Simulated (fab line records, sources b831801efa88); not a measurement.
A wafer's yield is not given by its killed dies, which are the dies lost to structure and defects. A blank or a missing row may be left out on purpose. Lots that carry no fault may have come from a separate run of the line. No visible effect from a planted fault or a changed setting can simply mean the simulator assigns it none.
Problem report, 8D (eight disciplines) form, completed by code || flow sfq line || the parts of the form that need people (team, actions taken, sign-off) are left out

1. PROBLEM STATEMENT
Mean of bias w at SFQ_TRILAYER_L0_VIA_BARC_OPEN_VIA_ETCH_021: 75.65 W across 9 wafers in 3 lots; on wafers with no fault it is 79.99 W (standard deviation 0.24). Relative to the usual mean, that is a shift of -18 standard deviations.
The step: etches BARC in O2, target depth 125 nm, time 41.7 s.
First seen on wafer L905.1, day 5 11:41, on rie diel-03. The record holds 45 wafers of 15 lots with a number at this step. By rule, "out" or "out of limits" means more than 4 standard deviations away from the usual mean. The other wafers with a number count as sound.

2. WHAT IT IS, WHAT IT ISN'T
{"question": "which readings at this step", "is": "bias w", "is not": "drypump motor current A, oes product au"}
{"question": "which lots", "is": "L905, L906, L907", "is not": "L902, L903, L904, L909, L912, L915, L916, L918, L919, L920, L922, L924"}
{"question": "which wafers of those lots", "is": "all that have a number", "is not": "-"}
{"question": "read on which tools", "is": "rie diel-03", "is not": "rie diel-02, rie diel-04"}
{"question": "when", "is": "from day 5 11:41", "is not": "up to then (9 sound wafers); but 27 sound wafers of L909, L912, L915, L916, L918, L919, L920, L922, L924 came after"}

3. THE SUSPECTS, EACH WITH WHAT RULES IT OUT
Counting: any tool at a process step up to the reading is kept as a suspect provided that every lot that is out went through it and no sound lot did after the first of them.
- rie diel-03 at SFQ_TRILAYER_L0_VIA_BARC_OPEN_VIA_ETCH_021 (etches BARC in O2, target depth 125 nm, time 41.7 s): ruled out as a lasting fault. After its first lot that is out, L905 (day 5 11:41), sound lots L919, L920, L924 ran on it.
Left after counting: nothing in the record.

4. THE CAUSE (what the simulator had put in)
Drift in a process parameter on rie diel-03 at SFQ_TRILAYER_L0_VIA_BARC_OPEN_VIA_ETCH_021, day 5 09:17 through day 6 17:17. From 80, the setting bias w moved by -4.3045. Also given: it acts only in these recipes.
Counting ruled it out, wrongly.

5. SEQUENCE OF EFFECTS, ordered by route
Each row: a reading where the mean over the struck wafers with a number is more than 3 standard deviations away from the usual. Only readings whose record carries a usual standard deviation are examined. hours: median over the lots of the time between each lot's start at the first step of this table that gives one and its start at this step. sigmas: the change, counted in usual standard deviations.
{"hours": 0, "step": "SFQ_TRILAYER_L0_VIA_BARC_OPEN_VIA_ETCH_021", "reading": "bias w", "usual": "79.99 W", "on struck wafers": 75.65, "change": -4.34, "sigmas": -18}
Here are the process steps it includes:
- SFQ_TRILAYER_L0_VIA_BARC_OPEN_VIA_ETCH_021: etches BARC in O2, target depth 125 nm, time 41.7 s.
Later measuring or inspecting steps at which every struck wafer that the step has a row for has a number for every such reading, and none has moved that far: SFQ_I0_BOW_MEAS_907.

6. WHAT WOULD HAVE CAUGHT IT SOONER
In this record the first reading out of limits was taken at day 5 11:41, 2 hours after the fault began at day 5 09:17.
